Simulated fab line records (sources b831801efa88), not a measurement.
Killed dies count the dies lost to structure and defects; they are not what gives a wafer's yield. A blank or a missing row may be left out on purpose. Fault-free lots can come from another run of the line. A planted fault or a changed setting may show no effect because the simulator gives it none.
2 desks looking at one fault	flow sfq_line	every desk sees just its own numbers, and what lay behind them comes last

DESK OF THE TOOL OWNER: rie_metal-02
The tool's own readings at SFQ_TRILAYER_M6_BARC_OPEN_METAL_ETCH_206 (etches BARC in O2, target depth 125 nm, time 41.7 s): means of the sampled wafers that have a number, for each lot that ran on this tool. Any lot whose mean is over 4 standard deviations away from the usual mean is out of limits and marked OUT; that distance is given in the brackets.
Columns: A = bias_w at SFQ_TRILAYER_M6_BARC_OPEN_METAL_ETCH_206, usual 80.01 W; B = drypump_motor_current_A at SFQ_TRILAYER_M6_BARC_OPEN_METAL_ETCH_206, usual 5.6 A; C = oes_product_au at SFQ_TRILAYER_M6_BARC_OPEN_METAL_ETCH_206, usual 0.685 a.u.; D = run_length_s at SFQ_TRILAYER_M6_BARC_OPEN_METAL_ETCH_206, usual 70.2 s
lot	first seen here	A	B	C	D
L518	day 69 23:35	80.11	6.4	0.686	69.6
L519	day 70 03:34	80.06	5.7	0.711 (+6.0) OUT	68.0 (-5.1) OUT
L520	day 70 18:13	80.02	5.3	0.710 (+5.7) OUT	68.0 (-4.9) OUT
L540	day 84 16:11	79.93	6.1	0.684	70.1
Finding of this desk: L519, L520 out of limits; the first was L519 at day 70 03:34, on oes_product_au at SFQ_TRILAYER_M6_BARC_OPEN_METAL_ETCH_206. In limits: L518, L540.

FROM THE METROLOGY DESK
What the gauges read, lot by lot, whatever tool the lot ran on: means of the sampled wafers that have a number. Any lot whose mean is over 4 standard deviations away from the usual mean is out of limits and marked OUT; that distance is given in the brackets.
Columns: A = M6_NB_RS at SFQ_M6_RS_MEAS_938, usual 0.893 ohm/sq; B = M6_OVL at SFQ_M6_OVL_MEAS_940, usual -2 nm
lot	first seen here	A	B
L518	day 69 20:07	0.907	-12
L519	day 69 22:40	0.886	-5
L520	day 70 15:38	0.891	-5
L535	day 80 06:56	0.909	-1
L538	day 80 15:26	0.887	1
L540	day 80 23:50	0.884	5
This desk found nothing out of limits on any of the 6 lots.

PUT TOGETHER
An alarm could have come from the tool owner's desk at day 70 03:34, on L519, L520.
Nothing out of limits was seen by the metrology desk.
The metrology desk has L519, L520 on record, within its limits.
On rie_metal-02, each named lot ran SFQ_TRILAYER_M6_BARC_OPEN_METAL_ETCH_206.

WHAT THE SIMULATOR PUT IN
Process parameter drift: rie_metal-02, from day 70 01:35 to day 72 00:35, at SFQ_TRILAYER_M6_BARC_OPEN_METAL_ETCH_206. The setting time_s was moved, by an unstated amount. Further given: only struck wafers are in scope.
Lots struck among those shown: L519, L520.
Time in hours from fault onset to the first out-of-limits reading at each desk: the tool owner's desk, 2.
